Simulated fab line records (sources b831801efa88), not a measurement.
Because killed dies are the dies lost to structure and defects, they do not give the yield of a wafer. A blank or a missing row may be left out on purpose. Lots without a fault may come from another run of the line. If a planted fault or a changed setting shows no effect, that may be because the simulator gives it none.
A lot that was struck, set against a sound lot + flow sky130 + 16 steps out of a route of 708
Sound: these wafers, L388.4, L388.5, L388.6. Wafers struck: L389.3, L389.4, L389.5. Last of all comes the cause.
Order at every step that has rows: each side's tool, ch and its chambers, its first start. Under that, the readings that differ: sound wafers + struck wafers + difference of the means + sigmas: that difference in standard deviations of wafers without a fault.
alike: same words and numbers on both sides, and readings whose means sit less than 2 such deviations apart. not compared: any withheld reading, any reading some wafer has no value for, any bound like >300 that may hide the same value, and any number with overlapping values for which the record gives no deviation.
A row with sigmas, a row that says differs or no value, or rows on one side alone: a step with any of these is where the two part. Numbers that don't overlap but have no deviation are shown without sigmas and don't part them. A reading missing from all wafers of one side parts the sides only when that side holds two or more wafers.

first, 3 steps without rows for these wafers: SKY_METAL1_EXPOSE_12 (exposes mask MM1, target cd 140 nm); SKY_METAL1_PEB_13; SKY_METAL1_DEVELOP_14 (develop time 60 s).
SKY_METAL1_CD_MEAS_15: target cd 140 nm.
  sound on cd-sem-01 at day 36 04:55; struck on cd-sem-02 at day 36 08:14
  alike: cd-nm
SKY_METAL1_OVL_MEAS_16:
  sound on overlay-01 at day 36 04:59; struck on overlay-02 at day 36 08:19
  alike: METAL1_OVL
SKY_METAL1_DESCUM_17: chemistry O2, time 8 s.
  sound on rie-metal-03 ch 0,1, day 36 05:01; struck on rie-metal-01 ch 0,1, day 36 08:22
| reading                     | sound             | struck            | difference | sigmas |
|-----------------------------|-------------------|-------------------|------------|--------|
| drypump-motor-current-A (A) | 5.5 5.2 5.5       | 6.5 6.3 6.3       | +1.0       | +2     |
| rf-fwd-power-W (W)          | 148.4 147.8 147.9 | 147.5 145.9 145.9 | -1.6       | -3     |
  alike: chamber-pressure-mTorr, oes-product-au
  not compared: rf-hours-counter-h
SKY_METAL1_ETCH_18: etches BARC in N2/H2, stops on SiO2, time 45.9 s, target depth 60 nm.
  sound on rie-metal-03 ch 0,1, day 36 05:04; struck on rie-metal-01 ch 0,1, day 36 08:24
| reading                     | sound             | struck            | difference | sigmas |
|-----------------------------|-------------------|-------------------|------------|--------|
| drypump-motor-current-A (A) | 5.5 5.2 5.5       | 6.5 6.3 6.3       | +1.0       | +2     |
| oes-product-au (a.u.)       | 0.860 0.859 0.859 | 0.843 0.853 0.853 | -0.010     | -2     |
  alike: chamber-pressure-mTorr, rf-fwd-power-W, throttle-valve-pct
  not compared: rf-hours-counter-h
SKY_METAL1_METAL_ETCH_19: etches the open film in Cl2/BCl3, stops on SiO2, target depth 360 nm, time 78 s.
  sound on rie-metal-03 ch 0,1, day 36 05:08; struck on rie-metal-01 ch 0,1, day 36 08:28
  alike: bcl3-flow-sccm, chamber-pressure-mTorr, drypump-motor-current-A, oes-product-au, rf-fwd-power-W, throttle-valve-pct
  not compared: rf-hours-counter-h
SKY_METAL1_STRIP_20: strips in O2/N2.
  sound on plasma-asher-03 ch 0,1, day 36 05:13; struck on plasma-asher-01 ch 0,1, day 36 08:34
  alike: chamber-pressure-mTorr, drypump-motor-current-A, oes-product-au, strip-time-to-endpoint-s
  not compared: rf-hours-counter-h
then, 3 steps without rows for these wafers: SKY_METAL1_STRIP_21 (strips in post etch residue remover, time 1200 s); SKY_METAL1_CLEAN_22 (cleans in IPA, time 180 s); SKY_METAL1_CLEAN_23 (cleans in O3/DIW).
SKY_VIA1_HDPCVD_00: deposits SiO2, target thk 1030 nm, time 171.7 s.
  sound on hdpcvd-01 ch 0,1,2, day 36 06:52; struck on hdpcvd-02 ch 0,1,2, day 36 09:35
  alike: susceptor-temp-C
SKY_VIA1_THK_MEAS_01:
  sound on film-metro-02 at day 36 06:57; struck on film-metro-01 at day 36 09:46
| reading              | sound          | struck         | difference | sigmas      |
|----------------------|----------------|----------------|------------|-------------|
| VIA1_HDPCVD_THK (nm) | 1011 1029 1020 | 2088 2074 2076 | +1059      | +99 or more |
SKY_VIA1_CMP_02: polishes SiO2.
  sound on cmp-01 ch 0,1,2, day 36 07:08; struck on cmp-01 ch 0,1,2, day 36 09:48
  alike: head-pressure-psi, motor-current-A, slurry-filter-dp-kPa, slurry-flow-ml-min
-- the record jumps here: 12 days lie between the struck wafers' starts before and after (it left off in module VIA1 and takes up again in module PAD_OPEN, whose first step shown is number 708 of the route) --
SKY_PAD_OPEN_PROBE_99:
  the record has rows for the struck wafers here (prober-02, day 48 13:34) and none for the sound ones

== WHERE THEY PART ==
Last at SKY_PAD_OPEN_PROBE_99 as far as this record goes, first at SKY_METAL1_DESCUM_17.

WHY: the cause the simulator had injected
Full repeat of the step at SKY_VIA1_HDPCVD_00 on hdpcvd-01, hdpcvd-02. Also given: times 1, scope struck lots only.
